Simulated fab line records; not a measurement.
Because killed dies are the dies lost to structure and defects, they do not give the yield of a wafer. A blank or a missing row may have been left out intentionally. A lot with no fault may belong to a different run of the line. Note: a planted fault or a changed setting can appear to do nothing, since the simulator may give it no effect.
One fault through the eyes of 2 desks    flow gf180mcu    each desk holds nothing but its own numbers, with what lay behind them at the end

== THE METROLOGY DESK ==
What the gauges read for every lot (on any tool): the sampled wafers with a number, averaged. Any lot whose mean is over 4 standard deviations away from the usual mean is out of limits and marked OUT; that distance is given in the brackets.
Columns: A = cd-nm at GF_V5_CD_MEAS_14, usual 260.0 nm; B = V5_OVL at GF_V5_OVL_MEAS_15, usual 0 nm; C = V5_W_THK at GF_V5_THK_MEAS_25, usual 350 nm; D = TOP_METAL_ALCU_RS at GF_TOP_METAL_RS_MEAS_05, usual 0.0330 ohm/sq; E = TOP_METAL_ALCU_THK at GF_TOP_METAL_THK_MEAS_06, usual 881 nm
lot   first seen here  A      B   C    D                 E
L886  day 27 11:21     259.9  0   351  0.0327            892
L887  day 27 19:46     260.4  -2  358  0.0332            885
L888  day 28 12:14     259.8  5   340  0.0330            875
L890  day 29 02:11     260.3  -1  352  0.0330            885
L891  day 29 06:10     258.3  -7  352  0.0330            886
L894  day 30 01:58     259.8  -1  358  0.0331            878
L896  day 30 19:14     257.5  -4  340  0.0334            871
L897  day 30 19:34     260.1  2   344  0.0333            871
L898  day 31 05:00     261.0  0   350  0.0332            873
L904  day 32 19:20     260.0  -1  356  0.0388 (+18) OUT  745 (-14) OUT
L906  day 33 05:50     259.9  1   349  0.0399 (+21) OUT  736 (-15) OUT
L907  day 33 06:28     259.3  -4  359  0.0331            867
Finding of this desk: L904, L906 out of limits, first seen on L904 at day 32 21:06 (TOP_METAL_ALCU_RS at GF_TOP_METAL_RS_MEAS_05). Within limits: L886, L887, L888, L890, L891, L894, L896, L897, L898, L907.

== TOOL OWNER'S DESK, pvd-sputter-02 ==
The tool's own readings at GF_TOP_METAL_SPUTTER_02 (material AlCu, target thk 900 nm, time 47.82 s): means of the sampled wafers that have a number, for each lot that ran on this tool. Any lot whose mean is over 4 standard deviations away from the usual mean is out of limits and marked OUT; that distance is given in the brackets.
Columns: A = cathode-dc-power-W at GF_TOP_METAL_SPUTTER_02, usual 10600 W; B = throttle-valve-pct at GF_TOP_METAL_SPUTTER_02, usual 29.8 %
lot   first seen here  A                       B
L891  day 29 07:50     10601                   29.3
L896  day 30 20:50     10600                   29.7
L904  day 32 21:01     9028 (-99 or more) OUT  29.6
L906  day 33 07:30     9025 (-99 or more) OUT  29.7
This desk's verdict: out of limits on L904, L906, starting with L904 at day 32 21:01 (cathode-dc-power-W at GF_TOP_METAL_SPUTTER_02). Within limits: L891, L896.

== PUT TOGETHER ==
An alarm could have come from the tool owner's desk at day 32 21:01, on L904, L906.
L904, L906 would have let the metrology desk raise an alarm at day 32 21:06.
The lots listed all ran GF_TOP_METAL_SPUTTER_02 on pvd-sputter-02.

== WHAT THE SIMULATOR HAD INSERTED ==
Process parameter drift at GF_TOP_METAL_SPUTTER_02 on pvd-sputter-02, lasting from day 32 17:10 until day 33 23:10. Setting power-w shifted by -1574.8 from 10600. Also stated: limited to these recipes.
Shown lots that were struck: L904, L906.
Fault start to first reading out of limits, in hours, per desk: tool owner, 4; metrology, 4.
